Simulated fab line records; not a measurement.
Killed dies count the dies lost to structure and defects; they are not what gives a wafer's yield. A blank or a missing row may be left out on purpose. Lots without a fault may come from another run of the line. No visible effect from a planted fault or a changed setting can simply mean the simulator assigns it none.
Shared-tool check / flow sky130 / 13 lots, 39 wafers sampled

== THE REASON FOR OPENING IT ==
Of 13 lots, 3 have the reading CAPM_CVD_00_THK flagged at SKY_CAPM_THK_MEAS_01. Wafers without a fault read 15.57 nm, standard deviation 0.22.
Rule: a lot is flagged in two cases, either no wafer of it has a number, or all its wafers with numbers fall more than 4 standard deviations from that mean. All remaining lots are regarded as sound.

lot=L231; measured=day 36 15:02; on=filmMetro-03; CAPM_CVD_00_THK (nm), wafer by wafer=15.04 15.14 15.65; flag=
lot=L233; measured=day 37 04:46; on=filmMetro-03; CAPM_CVD_00_THK (nm), wafer by wafer=15.59 15.62 15.75; flag=
lot=L235; measured=day 37 21:12; on=filmMetro-03; CAPM_CVD_00_THK (nm), wafer by wafer=15.60 15.47 16.06; flag=
lot=L236; measured=day 39 04:22; on=filmMetro-04; CAPM_CVD_00_THK (nm), wafer by wafer=15.70 15.88 15.66; flag=
lot=L237; measured=day 39 07:02; on=filmMetro-02; CAPM_CVD_00_THK (nm), wafer by wafer=15.54 15.56 15.58; flag=
lot=L239; measured=day 39 09:19; on=filmMetro-04; CAPM_CVD_00_THK (nm), wafer by wafer=15.52 15.50 15.78; flag=
lot=L240; measured=day 39 13:17; on=filmMetro-03; CAPM_CVD_00_THK (nm), wafer by wafer=30.67 30.81 31.38; flag=FLAGGED
lot=L241; measured=day 39 15:05; on=filmMetro-03; CAPM_CVD_00_THK (nm), wafer by wafer=15.20 15.59 15.71; flag=
lot=L246; measured=day 41 01:28; on=filmMetro-03; CAPM_CVD_00_THK (nm), wafer by wafer=30.64 31.35 31.55; flag=FLAGGED
lot=L249; measured=day 42 00:17; on=filmMetro-02; CAPM_CVD_00_THK (nm), wafer by wafer=15.45 15.52 15.94; flag=
lot=L250; measured=day 42 04:14; on=filmMetro-03; CAPM_CVD_00_THK (nm), wafer by wafer=31.43 31.01 31.60; flag=FLAGGED
lot=L252; measured=day 42 17:19; on=filmMetro-03; CAPM_CVD_00_THK (nm), wafer by wafer=15.46 15.42 15.75; flag=
lot=L253; measured=day 42 22:45; on=filmMetro-03; CAPM_CVD_00_THK (nm), wafer by wafer=15.55 15.79 16.06; flag=
The numbers of the flagged lots are 31.16 nm on average: +15.59 nm against the usual, or +71 standard deviations.

== TOOL THAT RAN EACH LOT ==
The record holds 3 process steps before the reading, out of a route of 708 steps. Cell contents, in order: the tool; ch with the chambers the sampled wafers went through; the start.
lot=L231; flag=; SKY_VIA2_CMP_02=cmp-01 ch 0,1,2, day 35 10:28; SKY_METAL3_SPUTTER_02=pvdSputter-03, day 36 14:54; SKY_CAPM_CVD_00=pecvd-03 ch 0,1,2, day 36 15:01
lot=L233; flag=; SKY_VIA2_CMP_02=cmp-01 ch 0,1,3, day 36 01:20; SKY_METAL3_SPUTTER_02=pvdSputter-01, day 37 04:37; SKY_CAPM_CVD_00=pecvd-04 ch 0,1,2, day 37 04:43
lot=L235; flag=; SKY_VIA2_CMP_02=cmp-02 ch 0,1,2, day 36 17:32; SKY_METAL3_SPUTTER_02=pvdSputter-01, day 37 21:05; SKY_CAPM_CVD_00=pecvd-02 ch 0,1,2, day 37 21:11
lot=L236; flag=; SKY_VIA2_CMP_02=cmp-01 ch 0,2,3, day 38 01:44; SKY_METAL3_SPUTTER_02=pvdSputter-03, day 39 04:14; SKY_CAPM_CVD_00=pecvd-02 ch 0,2, day 39 04:20
lot=L237; flag=; SKY_VIA2_CMP_02=cmp-01 ch 0,2,3, day 38 03:55; SKY_METAL3_SPUTTER_02=pvdSputter-02, day 39 06:54; SKY_CAPM_CVD_00=pecvd-03 ch 1,2, day 39 07:01
lot=L239; flag=; SKY_VIA2_CMP_02=cmp-01 ch 0,1,2, day 38 05:53; SKY_METAL3_SPUTTER_02=pvdSputter-01, day 39 09:10; SKY_CAPM_CVD_00=pecvd-02 ch 1,2, day 39 09:16
lot=L240; flag=FLAGGED; SKY_VIA2_CMP_02=cmp-01 ch 0,2, day 38 09:14; SKY_METAL3_SPUTTER_02=pvdSputter-02, day 39 12:56; SKY_CAPM_CVD_00=pecvd-03 ch 0,1,2, day 39 13:00
lot=L241; flag=; SKY_VIA2_CMP_02=cmp-01 ch 2,3, day 38 11:41; SKY_METAL3_SPUTTER_02=pvdSputter-01, day 39 14:56; SKY_CAPM_CVD_00=pecvd-04 ch 1,2, day 39 15:02
lot=L246; flag=FLAGGED; SKY_VIA2_CMP_02=cmp-02 ch 2,3, day 39 23:31; SKY_METAL3_SPUTTER_02=pvdSputter-03, day 41 01:00; SKY_CAPM_CVD_00=pecvd-04 ch 0,1,2, day 41 01:00
lot=L249; flag=; SKY_VIA2_CMP_02=cmp-01 ch 1,2,3, day 40 22:14; SKY_METAL3_SPUTTER_02=pvdSputter-03, day 42 00:08; SKY_CAPM_CVD_00=pecvd-03 ch 0,2, day 42 00:14
lot=L250; flag=FLAGGED; SKY_VIA2_CMP_02=cmp-02 ch 0,1,3, day 41 01:50; SKY_METAL3_SPUTTER_02=pvdSputter-03, day 42 03:51; SKY_CAPM_CVD_00=pecvd-02 ch 1,2, day 42 03:57
lot=L252; flag=; SKY_VIA2_CMP_02=cmp-01 ch 0,2,3, day 41 16:30; SKY_METAL3_SPUTTER_02=pvdSputter-02, day 42 17:11; SKY_CAPM_CVD_00=pecvd-03 ch 1,2, day 42 17:17
lot=L253; flag=; SKY_VIA2_CMP_02=cmp-02 ch 0,3, day 41 21:20; SKY_METAL3_SPUTTER_02=pvdSputter-03, day 42 22:37; SKY_CAPM_CVD_00=pecvd-04 ch 0,2, day 42 22:44
What the steps here do:
- SKY_VIA2_CMP_02: polishes SiO2.
- SKY_METAL3_SPUTTER_02: material AlCu, target thk 735 nm, time 39.1 s.
- SKY_CAPM_CVD_00: deposits SiO2, target thk 15.5 nm.
- SKY_CAPM_THK_MEAS_01

== FLAGGED AGAINST TOTAL, ONE TOOL AT A TIME (gauges that did the reading follow at the end) ==
step=SKY_VIA2_CMP_02; tool=cmp-01; lots run=9; flagged=1; share of the flagged lots=some; sound lots run after its first flagged lot=3 (L241,L249,L252)
step=SKY_VIA2_CMP_02; tool=cmp-02; lots run=4; flagged=2; share of the flagged lots=some; sound lots run after its first flagged lot=1 (L253)
step=SKY_METAL3_SPUTTER_02; tool=pvdSputter-01; lots run=4; flagged=0; share of the flagged lots=none; sound lots run after its first flagged lot=-
step=SKY_METAL3_SPUTTER_02; tool=pvdSputter-02; lots run=3; flagged=1; share of the flagged lots=some; sound lots run after its first flagged lot=1 (L252)
step=SKY_METAL3_SPUTTER_02; tool=pvdSputter-03; lots run=6; flagged=2; share of the flagged lots=some; sound lots run after its first flagged lot=2 (L249,L253)
step=SKY_CAPM_CVD_00; tool=pecvd-02; lots run=4; flagged=1; share of the flagged lots=some; sound lots run after its first flagged lot=0
step=SKY_CAPM_CVD_00; tool=pecvd-03; lots run=5; flagged=1; share of the flagged lots=some; sound lots run after its first flagged lot=2 (L249,L252)
step=SKY_CAPM_CVD_00; tool=pecvd-04; lots run=4; flagged=1; share of the flagged lots=some; sound lots run after its first flagged lot=1 (L253)
step=SKY_CAPM_THK_MEAS_01; tool=filmMetro-02; lots run=2; flagged=0; share of the flagged lots=none; sound lots run after its first flagged lot=-
step=SKY_CAPM_THK_MEAS_01; tool=filmMetro-03; lots run=9; flagged=3; share of the flagged lots=all; sound lots run after its first flagged lot=3 (L241,L252,L253)
step=SKY_CAPM_THK_MEAS_01; tool=filmMetro-04; lots run=2; flagged=0; share of the flagged lots=none; sound lots run after its first flagged lot=-

== THE TABLE: WHAT IT ALLOWS ==
In the table, 1 row covers all flagged lots: filmMetro-03 at SKY_CAPM_THK_MEAS_01.
- filmMetro-03 at SKY_CAPM_THK_MEAS_01 ran 9 lots, 3 of them flagged. Sound lots followed the first flagged one (L241, L252, L253) on it, something a lasting fault affecting the whole tool could not allow.
No row of the table ran every flagged lot and no sound lot after the first.

== WHAT THE SIMULATOR PUT IN ==
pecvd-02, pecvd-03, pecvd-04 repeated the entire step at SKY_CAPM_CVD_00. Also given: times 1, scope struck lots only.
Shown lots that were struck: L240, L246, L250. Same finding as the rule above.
